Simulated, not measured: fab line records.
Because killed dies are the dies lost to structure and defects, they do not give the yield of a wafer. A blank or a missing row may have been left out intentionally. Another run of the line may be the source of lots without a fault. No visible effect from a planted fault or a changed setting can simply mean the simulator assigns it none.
Struck lot and sound lot, side by side || flow sky130 || 15 out of 708 route steps
Sound: wafers L141.2, L141.5, L141.6. Struck: wafers L154.3, L154.4, L154.5. At the end, the cause is stated.
Per side, at each step with rows, come the tool, then ch with its chambers, and then its first start. Under that, the readings that differ: sound wafers || struck wafers || difference of the means || sigmas: that difference in standard deviations of wafers without a fault.
alike: readings with means less than 2 such deviations apart, plus words and numbers identical on both sides. not compared: withheld readings, readings lacking a value on some wafer, bounds such as >300 that could conceal the same value, and numbers that have no deviation in the record and whose values overlap.
A row with sigmas, a row that says differs or no value, or rows on one side alone: a step with any of these is where the two part. Numbers that don't overlap but have no deviation are shown without sigmas and don't part them. A reading missing from all wafers of one side parts the sides only when that side holds two or more wafers.

SKY_METAL5_SPUTTER_04: material TiN, target thk 70 nm, time 58.3 s.
  sound on pvd_sputter-04, day 44 13:57; struck on pvd_sputter-04, day 48 17:29
  alike: throttle_valve_pct
SKY_METAL5_RS_MEAS_05: uses a four-point probe to measure.
  sound on film_metro-03, day 44 14:01; struck on film_metro-03, day 48 17:34
  alike: METAL5_ALCU_RS
SKY_METAL5_THK_MEAS_06: measures by xrf.
  sound on film_metro-03, day 44 14:08; struck on film_metro-03, day 48 17:40
  alike: METAL5_ALCU_THK
then, 7 steps without rows for these wafers: SKY_METAL5_DEHYDRATE_07 (time 60 s); SKY_METAL5_HMDS_08 (prime time 60 s); SKY_METAL5_COAT_09 (resist thk 1800 nm); SKY_METAL5_SOFTBAKE_10 (time 60 s); SKY_METAL5_EXPOSE_11 (exposes mask MM5, target cd 1600 nm); SKY_METAL5_PEB_12; SKY_METAL5_DEVELOP_13 (develop time 60 s).
SKY_METAL5_DESCUM_14: chemistry O2, time 11 s.
  sound on rie_metal-03 ch 0,1, day 45 11:47; struck on rie_metal-03 ch 0,1, day 49 12:02
  alike: drypump_motor_current_A, oes_product_au, rf_fwd_power_W
  not compared: rf_hours_counter_h
SKY_METAL5_METAL_ETCH_15: etches the open film in Cl2/BCl3, stops on SiO2, target depth 1260 nm, time 252 s.
  sound on rie_metal-03 ch 0,1, day 45 11:49; struck on rie_metal-03 ch 0,1, day 49 12:08
  alike: drypump_motor_current_A, mfc_cl2_sccm, oes_product_au, rf_fwd_power_W, throttle_valve_pct
  not compared: rf_hours_counter_h
SKY_METAL5_STRIP_16: strips in O2/N2.
  sound on plasma_asher-04 ch 0,1, day 45 12:03; struck on plasma_asher-04 ch 0,1, day 49 12:20
  no value came back on the struck wafers for any of 5 readings (chamber_pressure_mTorr (mTorr), drypump_motor_current_A (A) and others); on the sound wafers chamber_pressure_mTorr (mTorr) reads 1501.2 1499.6 1497.8
{"reading": "model.NOVOLAK_of_METAL5_COAT_09.thk_nm (nm)", "sound": "0 0 0", "struck": "1021 1030 1027", "difference": "+1026", "sigmas": ""}
  not compared: rf_hours_counter_h
then, 1 step without rows for these wafers: SKY_METAL5_STRIP_17 (strips in post etch residue remover, time 1200 s).
SKY_PAD_OPEN_PROBE_99:
  sound on prober-02, day 47 09:13; struck on prober-02, day 51 02:14
{"reading": "model.etest.met5_comb.leak_log10_a_um", "sound": "-12.06 -11.93 -12.1", "struck": "-11.19 -11.19 -11.37", "difference": "+0.78", "sigmas": ""}
  alike: defect_limited_yield, killed_at_M0_to_M3, killed_at_M4_up, killed_at_contacts, killed_at_front_end, killed_at_other, killed_dies, killed_open, killed_short, sort_bin_3_pad_short, sort_bin_5_function, sort_bin_6_memory, sort_n_pass, sort_yield_pct

WHERE THEY PART
Within this record, at SKY_METAL5_STRIP_16 only. Later steps at which nothing parts them and some readings are alike: SKY_PAD_OPEN_PROBE_99.

WHY: what had been put in by the simulator
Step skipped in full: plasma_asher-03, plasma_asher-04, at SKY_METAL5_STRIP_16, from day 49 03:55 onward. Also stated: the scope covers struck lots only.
